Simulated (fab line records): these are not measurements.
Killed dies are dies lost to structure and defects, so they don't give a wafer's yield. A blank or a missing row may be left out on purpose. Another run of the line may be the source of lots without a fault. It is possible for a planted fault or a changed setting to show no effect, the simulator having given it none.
Which tool is to blame? + flow gf180mcu + 13 lots with 39 wafers sampled at 4 steps, on a route of 602 steps

WHAT THE GAUGES READ, wafer by wafer
GF_V2_RS_MEAS_24: the measuring method here is four-point-probe.
| lot  | measured     | on            | V2_W_RS (ohm/sq)  |
|------|--------------|---------------|-------------------|
| L218 | day 20 00:35 | film-metro-03 | 0.329 0.327 0.325 |
| L222 | day 21 16:21 | film-metro-01 | 0.326 0.334 0.328 |
| L225 | day 22 19:38 | film-metro-01 | 0.332 0.328 0.331 |
| L226 | day 23 07:02 | film-metro-02 | 0.327 0.326 0.332 |
| L228 | day 23 22:45 | film-metro-02 | 0.318 0.319 0.324 |
| L229 | day 24 09:53 | film-metro-01 | 0.326 0.326 0.330 |
| L232 | day 25 15:42 | film-metro-03 | 0.321 0.325 0.320 |
| L233 | day 26 03:15 | film-metro-01 | 0.328 0.333 0.335 |
| L234 | day 26 16:12 | film-metro-02 | 0.330 0.327 0.332 |
| L237 | day 27 09:53 | film-metro-01 | 0.328 0.331 0.330 |
| L238 | day 27 10:05 | film-metro-01 | 0.328 0.326 0.323 |
| L239 | day 27 18:35 | film-metro-02 | 0.324 0.329 0.329 |
| L241 | day 28 08:38 | film-metro-03 | 0.326 0.328 0.327 |

GF_M3_RS_MEAS_05: the measuring method here is four-point-probe.
| lot  | measured     | on            | M3_ALCU_RS (ohm/sq)  |
|------|--------------|---------------|----------------------|
| L218 | day 20 01:17 | film-metro-02 | 0.0704 0.0708 0.0701 |
| L222 | day 21 17:04 | film-metro-02 | 0.0683 0.0685 0.0691 |
| L225 | day 22 20:20 | film-metro-04 | 0.0695 0.0686 0.0692 |
| L226 | day 23 07:44 | film-metro-02 | 0.0682 0.0683 0.0692 |
| L228 | day 23 23:27 | film-metro-04 | 0.0702 0.0704 0.0703 |
| L229 | day 24 10:35 | film-metro-01 | 0.0692 0.0701 0.0688 |
| L232 | day 25 16:24 | film-metro-01 | 0.0705 0.0704 0.0706 |
| L233 | day 26 03:57 | film-metro-02 | 0.0702 0.0690 0.0691 |
| L234 | day 26 16:55 | film-metro-01 | 0.0694 0.0693 0.0698 |
| L237 | day 27 11:20 | film-metro-04 | 0.0685 0.0684 0.0685 |
| L238 | day 27 11:39 | film-metro-01 | 0.0678 0.0676 0.0696 |
| L239 | day 27 19:17 | film-metro-01 | 0.0680 0.0683 0.0678 |
| L241 | day 28 09:20 | film-metro-02 | 0.0697 0.0693 0.0690 |

WHICH TOOL RAN EACH LOT (tool, then ch and the chambers of the sampled wafers, then the start)
| lot  | GF_V2_SPUTTER_21             | GF_V2_CMP_26                  |
|------|------------------------------|-------------------------------|
| L218 | pvd-sputter-02, day 20 00:20 | cmp-02 ch 1,2, day 20 00:44   |
| L222 | pvd-sputter-03, day 21 16:07 | cmp-02 ch 0,1,2, day 21 16:40 |
| L225 | pvd-sputter-02, day 22 19:25 | cmp-01 ch 2,3, day 22 19:49   |
| L226 | pvd-sputter-04, day 23 06:49 | cmp-02 ch 2,3, day 23 07:13   |
| L228 | pvd-sputter-04, day 23 22:32 | cmp-01 ch 0,3, day 23 22:56   |
| L229 | pvd-sputter-03, day 24 09:39 | cmp-02 ch 0,1,2, day 24 10:02 |
| L232 | pvd-sputter-04, day 25 15:29 | cmp-02 ch 0,1,3, day 25 15:53 |
| L233 | pvd-sputter-04, day 26 03:02 | cmp-01 ch 0,1, day 26 03:26   |
| L234 | pvd-sputter-03, day 26 15:58 | cmp-02 ch 0,1, day 26 16:22   |
| L237 | pvd-sputter-04, day 27 09:38 | cmp-02 ch 0,1,2, day 27 10:50 |
| L238 | pvd-sputter-03, day 27 09:49 | cmp-02 ch 1,2, day 27 11:08   |
| L239 | pvd-sputter-04, day 27 18:23 | cmp-02 ch 0,1,3, day 27 18:46 |
| L241 | pvd-sputter-02, day 28 08:25 | cmp-01 ch 0,1,2, day 28 08:55 |
- GF_V2_SPUTTER_21: material Ti, target thk 15 nm, time 80.02 s.
- GF_V2_CMP_26: polishes, stops on SiO2, t overpolish 15 s, target thk 0 nm.

WHAT THE TOOLS THEMSELVES READ (means of the sampled wafers that have a number; where no wafer has one, the mark that the record gives instead)
GF_V2_SPUTTER_21.
| lot  | tool           | chamber-pressure-pa (Pa) | throttle-valve-pct (%) |
|------|----------------|--------------------------|------------------------|
| L218 | pvd-sputter-02 | 4.998                    | 30.1                   |
| L222 | pvd-sputter-03 | 5.014                    | 28.7                   |
| L225 | pvd-sputter-02 | 5.009                    | 30.7                   |
| L226 | pvd-sputter-04 | 5.004                    | 28.7                   |
| L228 | pvd-sputter-04 | 4.994                    | 29.9                   |
| L229 | pvd-sputter-03 | 5.008                    | 29.4                   |
| L232 | pvd-sputter-04 | 5.003                    | 30.6                   |
| L233 | pvd-sputter-04 | 4.991                    | 28.9                   |
| L234 | pvd-sputter-03 | 5.670                    | 27.9                   |
| L237 | pvd-sputter-04 | 5.006                    | 28.8                   |
| L238 | pvd-sputter-03 | 5.657                    | 27.6                   |
| L239 | pvd-sputter-04 | 5.009                    | 29.4                   |
| L241 | pvd-sputter-02 | 5.001                    | 30.2                   |

GF_V2_CMP_26.
| lot  | tool   | motor-current-A (A) |
|------|--------|---------------------|
| L218 | cmp-02 | 10.5                |
| L222 | cmp-02 | 10.4                |
| L225 | cmp-01 | 11.7                |
| L226 | cmp-02 | 10.8                |
| L228 | cmp-01 | 11.2                |
| L229 | cmp-02 | 10.2                |
| L232 | cmp-02 | 9.9                 |
| L233 | cmp-01 | 10.6                |
| L234 | cmp-02 | 9.9                 |
| L237 | cmp-02 | 10.2                |
| L238 | cmp-02 | 10.6                |
| L239 | cmp-02 | 9.9                 |
| L241 | cmp-01 | 10.7                |

THE ANSWER, worked out from the rows above alone
Rule: the usual values come from the lots themselves. The widest of any qualifying gaps counts: lots, ordered by their means at a reading, are off when they make up no more than a third of the lots, leave a main group of 4 or more, and stand apart from it by 3 or more times the standard deviation of that group's means. A main group is skipped when, at the precision printed for the reading in the tables above, its means are all equal. A lot without any number at a reading at which 4 lots or more have one is off too. Where the step has rows for the other lots, those lots are counted as sound. After the gauges, taken in route order, come the tools' own readings; for these a lot's mean is taken, as printed above. The first step at which some lot is off is used, and at that step the reading that is off furthest; a lot without a number counts as furthest.
Off, at GF_V2_SPUTTER_21 on chamber-pressure-pa: L234, L238. For the main group the mean is 5.003 Pa and the standard deviation 0.0066.
A tool fits if, at that step or a process step before it, it ran every lot that is off, and no sound lot after the first of them. One fits: GF_V2_SPUTTER_21 on pvd-sputter-03. A fault onset in the window from L229 (day 24 09:39, its last sound lot) to L234 (day 26 15:58, its first lot off) fits.
The tool's own readings at GF_V2_SPUTTER_21 bear it out: on the lots that are off they differ by more than 5 times the standard deviation of the sound lots' means. chamber-pressure-pa reads 5.663 Pa there against 5.003 Pa on the sound lots.

WHAT THE SIMULATOR HAD PUT IN
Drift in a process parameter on pvd-sputter-03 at GF_V2_SPUTTER_21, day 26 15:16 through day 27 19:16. The setting chamber-pressure-pa was moved by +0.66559, starting from 5. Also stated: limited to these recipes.
Lots struck among those shown: L234, L238. Same finding as the rule above.
